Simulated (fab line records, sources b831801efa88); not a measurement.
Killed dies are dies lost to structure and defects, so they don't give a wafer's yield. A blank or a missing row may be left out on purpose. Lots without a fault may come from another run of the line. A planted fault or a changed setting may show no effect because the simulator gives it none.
A struck lot beside a sound one | flow sky130 | 44 steps out of a route of 708
Sound: wafers L628.2, L628.5, L628.6. Struck: wafers L638.3, L638.4, L638.5. The cause comes at the end.
At each step with rows: each side's tool, then ch and its chambers, then its first start. Under that, the readings that differ: sound wafers | struck wafers | difference of the means | sigmas: that difference in standard deviations of wafers without a fault.
alike: readings whose means differ by less than 2 such deviations, and words and numbers that are the same on both sides. not compared: withheld readings, readings that some wafer has no value for, bounds like >300 that may hide the same value, and numbers for which the record gives no deviation and whose values overlap.
The two part at a step that has a row with sigmas, a row that says differs or no value, or rows on one side only. Numbers that don't overlap but have no deviation are shown without sigmas and don't part them. A reading that every wafer of one side lacks parts them only if that side has two wafers or more.

first, 3 steps without rows for these wafers: SKY_FIELD_ISO_CLEAN_20 (cleans in dHF, time 20 s); SKY_FIELD_ISO_WET_ETCH_21 (etches SiO2 in dHF, target depth 20 nm, time 400 s); SKY_FIELD_ISO_OXIDATION_22 (stabilise 600 s, purge 300 s, target thk 10 nm).
SKY_FIELD_ISO_THK_MEAS_23:
  sound on film_metro-04, day 2 19:21; struck on film_metro-01, day 4 21:04
  alike: FIELD_ISO_OXIDATION_01_THK
then, 1 step without rows for these wafers: SKY_FIELD_ISO_CVD_24 (deposits SiO2, target thk 595 nm, time 99.2 s).
SKY_FIELD_ISO_THK_MEAS_25:
  sound on film_metro-03, day 2 19:29; struck on film_metro-04, day 4 21:12
  alike: FIELD_ISO_CVD_24_THK
then, 1 step without rows for these wafers: SKY_FIELD_ISO_ANNEAL_26 (time 1800 s).
SKY_FIELD_ISO_CMP_27: polishes, stops on Si3N4, t overpolish 16 s, target thk 457.8 nm.
  sound on cmp-02 ch 0,2,3, day 2 22:31; struck on cmp-02 ch 0,1,2, day 4 22:47
  alike: motor_current_A, overpolish_run_s, time_to_endpoint_s
then, 4 steps without rows for these wafers: SKY_FIELD_ISO_WET_ETCH_28 (etches SiO2 in dHF, target depth 23.7 nm, time 47 s); SKY_FIELD_ISO_WET_ETCH_29 (etches Si3N4 in H3PO4, target depth 160 nm, time 1825 s); SKY_FIELD_ISO_WET_ETCH_30 (etches SiO2 in dHF, target depth 25 nm, time 50 s); SKY_NWELL_CLEAN_00 (cleans in SC1/SC2, time 150 s).
SKY_NWELL_OXIDATION_01: stabilise 600 s, purge 300 s, target thk 10 nm.
  sound on furnace-01 ch 0, day 2 23:17; struck on furnace-02 ch 0, day 5 01:15
  reading                                      | sound             | struck               | difference | sigmas
  spike_tc_bottom_C (C)                        | 919.7 919.4 921.3 | 879.9 880.3 879.5    | -40.2      | -22
  spike_tc_centre_C (C)                        | 900.9 900.8 899.8 | 855.8 856.4 855.5    | -44.6      | -41
  spike_tc_lower_C (C)                         | 899.3 899.5 899.2 | 855.8 854.4 855.4    | -44.1      | -40
  spike_tc_top_C (C)                           | 910.1 909.9 910.1 | 862.5 863.0 860.7    | -48.0      | -24
  spike_tc_upper_C (C)                         | 902.6 902.3 902.6 | 856.0 855.5 856.9    | -46.4      | -33
  tube_center_temp_C (C)                       | 899.98 900 899.83 | 855.27 855.19 855.18 | -44.72     | -99 or more
  tube_center_temp_C_max                       | 902.2 902.5 901.6 | 857.7 857.2 858.4    | -44.3      | -99 or more
  zone_power_centre_pct (%)                    | 17.86 18.09 17.60 | 15.70 15.69 16.01    | -2.05      | -8
  zone_power_top_pct (%)                       | 34.0 33.6 33.4    | 31.6 31.5 32.1       | -1.9       | -5
  zone_power_upper_pct (%)                     | 17.2 17.5 16.9    | 14.2 14.5 14.2       | -2.9       | -5
  model.SiO2_of_NWELL_OXIDATION_01.thk_nm (nm) | 9.904 9.744 9.85  | 5.754 5.613 5.816    | -4.105     |
SKY_NWELL_THK_MEAS_02:
  sound on film_metro-03, day 3 00:41; struck on film_metro-03, day 5 02:40
  reading                  | sound          | struck         | difference | sigmas
  NWELL_OXIDATION_THK (nm) | 9.90 9.70 9.90 | 5.77 5.60 5.85 | -4.09      | -19
then, 8 steps without rows for these wafers: SKY_DNWELL_DEHYDRATE_00 (time 60 s); SKY_DNWELL_HMDS_01 (prime time 60 s); SKY_DNWELL_COAT_02 (resist thk 3000 nm); SKY_DNWELL_SOFTBAKE_03; SKY_DNWELL_EXPOSE_04 (exposes mask DNM, target cd 3000 nm); SKY_DNWELL_PEB_05; SKY_DNWELL_DEVELOP_06 (develop time 60 s); SKY_DNWELL_IMPLANT_07.
SKY_DNWELL_STRIP_08: strips in O2/N2.
  sound on plasma_asher-02 ch 0,1, day 3 17:03; struck on plasma_asher-04 ch 0,1, day 5 21:34
  reading                      | sound             | struck            | difference | sigmas
  strip_time_to_endpoint_s (s) | 36.70 36.71 36.75 | 36.92 36.96 36.98 | +0.23      | +2
  alike: drypump_motor_current_A, oes_product_au
  not compared: rf_hours_counter_h
SKY_DNWELL_TW_MEAS_09:
  sound on film_metro-02, day 3 17:10; struck on film_metro-04, day 5 21:38
  alike: DNWELL_TW
then, 7 steps without rows for these wafers: SKY_PWDE_DEHYDRATE_00 (time 60 s); SKY_PWDE_HMDS_01 (prime time 60 s); SKY_PWDE_COAT_02 (resist thk 3000 nm); SKY_PWDE_SOFTBAKE_03; SKY_PWDE_EXPOSE_04 (exposes mask PWDEM, target cd 840 nm); SKY_PWDE_PEB_05; SKY_PWDE_DEVELOP_06 (develop time 60 s).
SKY_PWDE_OVL_MEAS_07:
  sound on overlay-01, day 4 09:46; struck on overlay-02, day 6 16:56
  reading       | sound       | struck         | difference | sigmas
  PWDE_OVL (nm) | 0.4 1.4 2.0 | -1.7 -2.7 -3.7 | -4.0       | -3
then, 1 step without rows for these wafers: SKY_PWDE_IMPLANT_08.
SKY_PWDE_STRIP_09: strips in O2/N2.
  sound on plasma_asher-01 ch 0,1, day 4 09:57; struck on plasma_asher-04 ch 0,1, day 6 17:08
  alike: drypump_motor_current_A, oes_product_au, strip_time_to_endpoint_s
  not compared: rf_hours_counter_h
SKY_PWDE_TW_MEAS_10:
  sound on film_metro-04, day 4 10:04; struck on film_metro-03, day 6 17:14
  alike: PWDE_TW
then, 7 steps without rows for these wafers: SKY_NWELL_DEHYDRATE_03 (time 60 s); SKY_NWELL_HMDS_04 (prime time 60 s); SKY_NWELL_COAT_05 (resist thk 3000 nm); SKY_NWELL_SOFTBAKE_06; SKY_NWELL_EXPOSE_07 (exposes mask NWM, target cd 840 nm); SKY_NWELL_PEB_08; SKY_NWELL_DEVELOP_09 (develop time 60 s).
-- the record jumps here: 10 days lie between the struck wafers' starts before and after (it left off in module NWELL and takes up again in module SONOS_ONO, whose first step shown is number 183 of the route) --
SKY_SONOS_ONO_ETCH_15: etches the open film in CHF3/O2, target depth 19.52 nm, time 7.8 s.
  sound on rie_diel-02 ch 0,1, day 13 10:02; struck on rie_diel-04 ch 1,2, day 16 20:59
  reading                                      | sound             | struck            | difference | sigmas
  throttle_valve_pct (%)                       | 8.834 8.840 8.835 | 8.818 8.820 8.818 | -0.018     | -2
  model.SiO2_of_NWELL_OXIDATION_01.thk_nm (nm) | 5.387 5.269 5.354 | 1.628 1.596 1.642 | -3.715     |
  alike: O2_flow_sccm, drypump_motor_current_A, oes_product_au
  not compared: rf_hours_counter_h
-- the record jumps here: 32 days lie between the struck wafers' starts before and after (it left off in module SONOS_ONO and takes up again in module PAD_OPEN, whose first step shown is number 708 of the route) --
SKY_PAD_OPEN_PROBE_99:
  sound on prober-01, day 46 15:28; struck on prober-01, day 48 17:08
  reading                                  | sound                   | struck                  | difference | sigmas
  model.etest.tip_p.rs_ohm_sq              | 6887 6840 6825          | 6738 6715 6694          | -135       |
  model.etest.pfet_01v8_mvt.drive_ua_um    | 150.2 152 153           | 153.4 154.3 153.7       | +2.1       |
  model.etest.pfet_01v8_mvt.off_log10_a_um | -10.51 -10.48 -10.46    | -9.976 -9.916 -10.06    | +0.499     |
  model.etest.pfet_01v8.off_log10_a_um     | -9.82 -9.618 -9.627     | -9.33 -9.304 -9.576     | +0.29      |
  model.etest.pfet_01v8_mvt.vt_sat_v (V)   | -0.5579 -0.5617 -0.5556 | -0.5188 -0.5205 -0.5221 | +0.0379    |
  alike: killed_at_M0_to_M3, killed_at_M4_up, killed_at_contacts, killed_at_front_end, killed_at_other, killed_dies, killed_open, killed_short
  not compared: model.etest.pfet_g5v0d10v5.off_log10_a_um, model.etest.sram_pfet_latch.off_log10_a_um, model.etest.pfet_01v8_hvt.off_log10_a_um

WHERE THEY PART
First at SKY_NWELL_OXIDATION_01; last, within this record, at SKY_SONOS_ONO_ETCH_15. Later steps at which nothing parts them and some readings are alike: SKY_PAD_OPEN_PROBE_99.

WHY: what the simulator had put in
Process parameter drift: furnace-02, from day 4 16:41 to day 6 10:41, at SKY_NWELL_OXIDATION_01. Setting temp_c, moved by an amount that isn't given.
